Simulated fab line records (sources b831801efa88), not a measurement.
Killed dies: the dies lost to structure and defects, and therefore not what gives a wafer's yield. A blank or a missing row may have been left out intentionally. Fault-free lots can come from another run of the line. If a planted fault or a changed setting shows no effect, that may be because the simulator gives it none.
fab line records    flow sky130
[record] lots = 6  wafers = 17  last-day = 50
route steps=708 shown VIA1@472 METAL2@483
lots with no fault: from the same line, run without faults
start-h: hours from the record's first day to the start of the lot's first wafer shown    wait-h: hours elapsed since this lot's preceding step    " unchanged from the row above    L1.1+2: several wafers, shown together as one row    - value missing, or start not given    * or withheld: withheld    < > ~ a bound
route shown NAME@n: NAME is a module with steps in the file, n the number in the route of the first one    usual: the fault-free wafers' mean and standard deviation    same: alike in all rows    chamber/n: place in a boat    sites: per-site readings    _std_site: how widely they spread, as a standard deviation    _edge_site: the outer-site mean with the inner-site mean subtracted    radius-mm: for every site, how far away it sits from the centre of the wafer    mask NAME#n: copy n    behind: the tool/chamber that last shaped the wafer    hold: why the lot went on hold/how many hours it stayed there/how the hold came to an end    device: names the non-switching transistor (n, p or np)    end of line: tests of these same wafers at the route's end    for a step that has no rows: nothing shown but its recipe    killed: not the wafer's yield, but the dies lost to structure and defects at the first sort    map: the dies of a wafer, with x for killed, . for not killed, _ for no die there
set.NAME: the setting the step ran with; set.NAME@STEP: the setting that earlier step ran with    model.NAME: the simulator's own value behind a step, which no gauge read
lots seen at some steps along the route; tables by step, rows by wafer
services: a tool's chamber out of use, with start hour (start-h, from the record's first day; less than 0 if before it), hours out, and reason
[[steps]]
[step SKY_VIA1_ETCH_14]
[recipe] chemistry = N2/H2  target = BARC  ion-energy-ev = 200  source-w = 500  bias-w = 100  pressure-mtorr = 30  n2-flow-sccm = 100  h2-flow-sccm = 200  stop-on = SiO2  time-s = 45.9  target-depth-a = 600
[usual] drypump-motor-current-A = 5.8/0.51  oes-product-au = 0.856/0.0051  throttle-valve-pct = 13.224/0.0093
lot.wafer  tool         chamber  start-h  wait-h  drypump-motor-current-A  oes-product-au  rf-hours-counter-h  throttle-valve-pct
L239.2     rie-diel-04  0        811.76   0.0     5.7                      0.856           12                  13.222
L239.5     "            1        "        "       4.9                      0.859           -                   13.229
L239.6     "            0        "        "       5.7                      0.853           -                   13.229
L252.1     rie-diel-01  2        911.73   0.0     5.9                      0.859           15                  13.229
L252.2     "            0        "        "       6.7                      0.863           5                   13.208
L252.5     "            2        "        "       5.9                      0.852           -                   13.215
L251.2     rie-diel-01  1        915.07   0.0     5.5                      0.868           11                  13.217
L251.6     "            3        "        "       5.6                      0.855           -                   13.218
L256.2     rie-diel-01  1        933.82   0.0     5.5                      0.858           11                  13.229
L256.4     "            0        "        "       6.7                      0.856           -                   13.226
L256.5     "            2        "        "       5.9                      0.853           -                   13.234
L258.1     rie-diel-03  2        942.79   0.0     5.7                      0.850           6                   13.219
L258.5     "            1        "        "       5.3                      0.863           -                   13.240
L258.6     "            2        "        "       5.6                      0.858           -                   13.223
L259.1     rie-diel-03  3        959.64   0.0     6.3                      0.866           10                  13.204
L259.5     "            2        "        "       5.6                      0.853           -                   13.211
L259.6     "            1        "        "       5.3                      0.854           -                   13.224
[step SKY_VIA1_ETCH_15]
[recipe] target = SiO2  chemistry = C4F8/O2/Ar  target-depth-nm = 351  stop-on = TiN  mask-material = KrF-thick  source-w = 1500  bias-w = 1200  pressure-mtorr = 40  c4f8-flow-sccm = withheld  O2_flow_sccm = 6  Ar_flow_sccm = 300  time-s = 54
[usual] oes-product-au = 0.982/0.0067
lot.wafer  tool         chamber  start-h  wait-h  oes-product-au  rf-hours-counter-h
L239.2     rie-diel-04  0        811.81   0.0     0.980           12
L239.5     "            1        "        "       0.983           -
L239.6     "            0        "        "       0.976           -
L252.1     rie-diel-01  2        911.77   0.0     0.971           15
L252.2     "            0        "        "       0.981           5
L252.5     "            2        "        "       0.973           -
L251.2     rie-diel-01  1        915.11   0.0     0.987           11
L251.6     "            3        "        "       0.978           -
L256.2     rie-diel-01  1        933.86   0.0     0.983           11
L256.4     "            0        "        "       0.978           -
L256.5     "            2        "        "       0.984           -
L258.1     rie-diel-03  2        942.83   0.0     0.983           6
L258.5     "            1        "        "       0.977           -
L258.6     "            2        "        "       0.986           -
L259.1     rie-diel-03  3        959.68   0.0     0.984           10
L259.5     "            2        "        "       0.994           -
L259.6     "            1        "        "       0.981           -
[step SKY_VIA1_STRIP_16]
[recipe] chemistry = O2/N2  power-w = 1400  pressure-mtorr = 1500  platen-temp-c = withheld  o2-flow-sccm = 3000  n2-flow-sccm = 300  overash-fraction = 0.5
[step SKY_VIA1_STRIP_17]
[recipe] chemistry = post-etch-residue-remover  time-s = 1200  temp-c = 72.5
[step SKY_VIA1_CLEAN_18]
[recipe] chemistry = IPA  time-s = 180  temp-c = 25
[step SKY_VIA1_CLEAN_19]
[recipe] chemistry = O3/DIW  dry = n2-spin
[step SKY_VIA1_SPUTTER_20]
[recipe] material = TiN  target-thk-nm = 20  chamber-pressure-pa = 5  power-w = 4000  time-s = 80
[step SKY_VIA1_CVD_21]
[recipe] material = W  target-thk-nm = 270  time-s = 80.902  temp-c = 400  pressure-torr = 40
[step SKY_VIA1_RS_MEAS_22]
[recipe] thk-meas-gauge = four-point-probe  reads = W_of_VIA1_CVD_21+TiN_of_VIA1_SPUTTER_20
[usual] VIA1_W_RS = 0.424/0.0069
lot.wafer  tool           chamber  start-h  wait-h  VIA1_W_RS[ohm/sq]
L239.2     film-metro-02  -        812.66   0.1     0.426
L239.5     "              -        "        "       0.429
L239.6     "              -        "        "       0.412
L252.1     film-metro-02  -        912.56   0.1     0.430
L252.2     "              -        "        "       0.412
L252.5     "              -        "        "       0.414
L251.2     film-metro-01  -        915.92   0.1     0.428
L251.6     "              -        "        "       0.428
L256.2     film-metro-04  -        934.67   0.1     0.431
L256.4     "              -        "        "       0.429
L256.5     "              -        "        "       0.421
L258.1     film-metro-02  -        943.62   0.1     0.428
L258.5     "              -        "        "       0.427
L258.6     "              -        "        "       0.420
L259.1     film-metro-02  -        960.49   0.1     0.428
L259.5     "              -        "        "       0.427
L259.6     "              -        "        "       0.425
[step SKY_VIA1_THK_MEAS_23]
[recipe] thk-meas-gauge = xrf  reads = W_of_VIA1_CVD_21
[usual] VIA1_W_THK = 278/4.4
lot.wafer  tool           chamber  start-h  wait-h  VIA1_W_THK[nm]
L239.2     film-metro-02  -        812.77   0.1     277
L239.5     "              -        "        "       276
L239.6     "              -        "        "       286
L252.1     film-metro-02  -        912.68   0.1     275
L252.2     "              -        "        "       287
L252.5     "              -        "        "       286
L251.2     film-metro-01  -        916.03   0.1     275
L251.6     "              -        "        "       274
L256.2     film-metro-04  -        934.78   0.1     274
L256.4     "              -        "        "       277
L256.5     "              -        "        "       282
L258.1     film-metro-02  -        943.74   0.1     279
L258.5     "              -        "        "       277
L258.6     "              -        "        "       282
L259.1     film-metro-02  -        960.61   0.1     276
L259.5     "              -        "        "       276
L259.6     "              -        "        "       278
[step SKY_VIA1_CMP_24]
[recipe] stop-on = SiO2  t-overpolish-s = 15  down-force-psi = 3.5  platen-rpm = 60  target-thk-nm = 0  pad-velocity-m-s = 0.94248
[usual] head-pressure-psi = 3.500/0.0074  motor-current-A = 10.8/1.2  overpolish-run-s = 15.000/0.0096  time-to-endpoint-s = 66/4.1
lot.wafer  tool    chamber  start-h  wait-h  head-pressure-psi  motor-current-A  overpolish-run-s  time-to-endpoint-s
L239.2     cmp-02  0        813.14   0.4     3.493              9.0              14.992            60
L239.5     "       1        "        "       3.499              11.1             15.001            62
L239.6     "       2        "        "       3.494              11.4             14.996            71
L252.1     cmp-02  2        912.80   0.1     3.496              11.0             14.988            68
L252.2     "       1        "        "       3.515              11.4             14.999            65
L252.5     "       2        "        "       3.498              10.9             14.998            69
L251.2     cmp-01  3        916.08   0.0     3.495              10.1             15.003            69
L251.6     "       0        "        "       3.493              14.2             14.994            71
L256.2     cmp-02  0        934.83   0.0     3.501              9.2              15.000            66
L256.4     "       1        "        "       3.502              11.2             14.994            64
L256.5     "       0        "        "       3.497              9.3              15.005            66
L258.1     cmp-01  0        944.05   0.3     3.504              13.1             14.996            64
L258.6     "       0        "        "       3.503              12.8             15.028            65
L258.5     "       1        "        "       3.488              11.0             14.997            61
L259.1     cmp-02  3        960.82   0.2     3.475              10.7             15.001            74
L259.6     "       0        "        "       3.487              9.1              14.998            67
L259.5     "       1        "        "       3.489              11.2             15.007            67
[step SKY_METAL2_SPUTTER_00]
[recipe] material = Ti  target-thk-nm = 15  power-w = 3000  time-s = 10  chamber-pressure-pa = 0.4
[usual] cathode-dc-power-W = 3000.0/0.56  chamber-pressure-pa = 0.4001/0.00089  throttle-valve-pct = 30.0/0.82
lot.wafer  tool            chamber  start-h  wait-h  cathode-dc-power-W  chamber-pressure-pa  throttle-valve-pct
L239.2     pvd-sputter-03  -        813.29   0.1     2999.6              0.3991               28.9
L239.5     "               -        "        "       3000.1              0.4006               29.5
L239.6     "               -        "        "       3000.6              0.4003               29.8
L252.1     pvd-sputter-01  -        913.14   0.3     3000.2              0.3988               30.8
L252.2     "               -        "        "       3000.2              0.4007               31.6
L252.5     "               -        "        "       3000.1              0.3992               31.1
L251.2     pvd-sputter-01  -        916.38   0.2     2999.2              0.3994               29.5
L251.6     "               -        "        "       2999.9              0.3991               31.5
L256.2     pvd-sputter-01  -        935.13   0.2     3000.4              0.4002               29.5
L256.4     "               -        "        "       3000.5              0.3997               30.9
L256.5     "               -        "        "       3000.3              0.3991               31.0
L258.1     pvd-sputter-01  -        944.35   0.2     3000.7              0.4005               29.8
L258.5     "               -        "        "       2999.1              0.4005               31.2
L258.6     "               -        "        "       2999.6              0.4002               30.9
L259.1     pvd-sputter-04  -        960.97   0.1     3000.1              0.4000               29.4
L259.5     "               -        "        "       3000.1              0.3992               30.0
L259.6     "               -        "        "       3000.1              0.3996               29.3
[step SKY_METAL2_SPUTTER_01]
[recipe] material = TiN  target-thk-nm = 20  power-w = 6500  time-s = 16.7  chamber-pressure-pa = 0.4
[usual] cathode-dc-power-W = 6500.1/1.2  chamber-pressure-pa = 0.4000/0.00086  throttle-valve-pct = 30.0/0.83
lot.wafer  tool            chamber  start-h  wait-h  cathode-dc-power-W  chamber-pressure-pa  throttle-valve-pct
L239.2     pvd-sputter-03  -        813.31   0.0     6497.0              0.3991               28.6
L239.5     "               -        "        "       6501.5              0.3990               29.6
L239.6     "               -        "        "       6501.5              0.4009               29.9
L252.1     pvd-sputter-01  -        913.16   0.0     -                   -                    -
L252.2     "               -        "        "       -                   -                    -
L252.5     "               -        "        "       -                   -                    -
L251.2     pvd-sputter-01  -        916.40   0.0     -                   -                    -
L251.6     "               -        "        "       -                   -                    -
L256.2     pvd-sputter-01  -        935.15   0.0     6499.7              0.3986               29.5
L256.4     "               -        "        "       6499.1              0.4007               30.9
L256.5     "               -        "        "       6502.0              0.4000               31.1
L258.1     pvd-sputter-01  -        944.37   0.0     6499.8              0.4010               29.6
L258.5     "               -        "        "       6499.5              0.3992               31.4
L258.6     "               -        "        "       6502.1              0.4001               31.0
L259.1     pvd-sputter-04  -        960.99   0.0     6500.6              0.4002               29.0
L259.5     "               -        "        "       6501.0              0.4008               30.6
L259.6     "               -        "        "       6499.2              0.3995               29.3
[step SKY_METAL2_SPUTTER_02]
[recipe] material = AlCu  target-thk-nm = 250  power-w = 10600  time-s = 13.3  chamber-pressure-pa = 0.4
[usual] cathode-dc-power-W = 10600/2  chamber-pressure-pa = 0.4000/0.00075  throttle-valve-pct = 30.0/0.84
lot.wafer  tool            chamber  start-h  wait-h  cathode-dc-power-W  chamber-pressure-pa  throttle-valve-pct
L239.2     pvd-sputter-03  -        813.34   0.0     10600               0.4015               28.5
L239.5     "               -        "        "       10598               0.3996               29.4
L239.6     "               -        "        "       10598               0.4006               29.9
L252.1     pvd-sputter-01  -        913.19   0.0     10597               0.4003               30.9
L252.2     "               -        "        "       10599               0.4009               31.4
L252.5     "               -        "        "       10602               0.4008               31.2
L251.2     pvd-sputter-01  -        916.43   0.0     10597               0.4004               29.7
L251.6     "               -        "        "       10599               0.3994               31.5
L256.2     pvd-sputter-01  -        935.18   0.0     10602               0.4011               29.9
L256.4     "               -        "        "       10598               0.3982               31.0
L256.5     "               -        "        "       10599               0.4002               31.2
L258.1     pvd-sputter-01  -        944.40   0.0     10600               0.4002               29.6
L258.5     "               -        "        "       10601               0.3993               31.4
L258.6     "               -        "        "       10601               0.4001               31.1
L259.1     pvd-sputter-04  -        961.02   0.0     10600               0.4005               29.3
L259.5     "               -        "        "       10603               0.4001               30.4
L259.6     "               -        "        "       10604               0.3991               29.0
[[services]]
tool            chamber  start-h  hours  kind
rie-diel-04     0        792.73   6.9    repair
cmp-02          -        798.65   2.1    repair
rie-diel-01     3        806.13   13.1   repair
rie-diel-01     3        830.65   5.8    repair
cmp-02          -        838.63   3.8    pm
rie-diel-04     2        853.61   1.9    repair
rie-diel-04     -        854.91   2.8    pm
rie-diel-01     2        864.89   8.4    repair
pvd-sputter-04  -        866.49   1.7    repair
rie-diel-01     3        872.91   1.2    repair
rie-diel-04     -        891.22   28.1   pm
rie-diel-03     0        896.43   10.0   repair
rie-diel-01     -        900.33   1.5    repair
pvd-sputter-04  -        908.70   1.4    repair
pvd-sputter-03  -        911.46   1.9    repair
pvd-sputter-04  -        911.85   1.4    repair
rie-diel-01     3        920.05   29.3   repair
rie-diel-04     3        920.42   4.7    repair
rie-diel-04     2        922.62   1.8    repair
rie-diel-03     0        936.03   8.2    repair
cmp-02          -        936.58   9.3    repair
rie-diel-01     0        937.33   6.2    repair
rie-diel-01     -        938.98   0.9    repair
rie-diel-04     3        943.15   21.8   repair
[[key]]
[first-sign] step = SKY_METAL2_SPUTTER_01  reading = tool-record  direction = missing
effect none on later readings
met-at SKY_METAL2_SPUTTER_01
struck-wafers L251.2,L251.6,L252.1,L252.2,L252.5
later-rows-left-out L251.2,L251.6,L252.1,L252.2,L252.5
sort-left-out L251.2,L251.6,L252.1,L252.2,L252.5
tester-left-out L251,L252
[earlier-fault] kind = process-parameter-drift  tool = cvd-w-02  chamber = 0  onset-h = 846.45  steps = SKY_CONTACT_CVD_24  channel = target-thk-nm  offset = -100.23  shape = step  end-h = 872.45  acts-in = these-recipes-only  stated = 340
[earlier-fault] kind = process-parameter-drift  tool = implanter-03  chamber = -  onset-h = 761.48  steps = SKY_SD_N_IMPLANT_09  channel = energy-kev  offset = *  shape = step  end-h = 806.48  acts-in = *  stated = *
[fault] kind = skipped-step-whole  tool = pvd-sputter-01  chamber = -  onset-h = 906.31  steps = SKY_METAL2_SPUTTER_01  scope = struck-lots-only
// tester-left-out: of these lots the tester's yield and bins aren't shown, on N5 and GAA mostly nor the transistor test; their killed dies are dies lost to structure and defects alone, not to doping, threshold or leakage, so they don't give the yield
// sort-left-out: the simulated sort isn't trusted on such a fault, so these wafers' sort isn't shown, and their yield isn't known
// later-rows-left-out: the simulator's readings of these wafers behind a module that went badly wrong aren't trusted and aren't shown, but for the sort
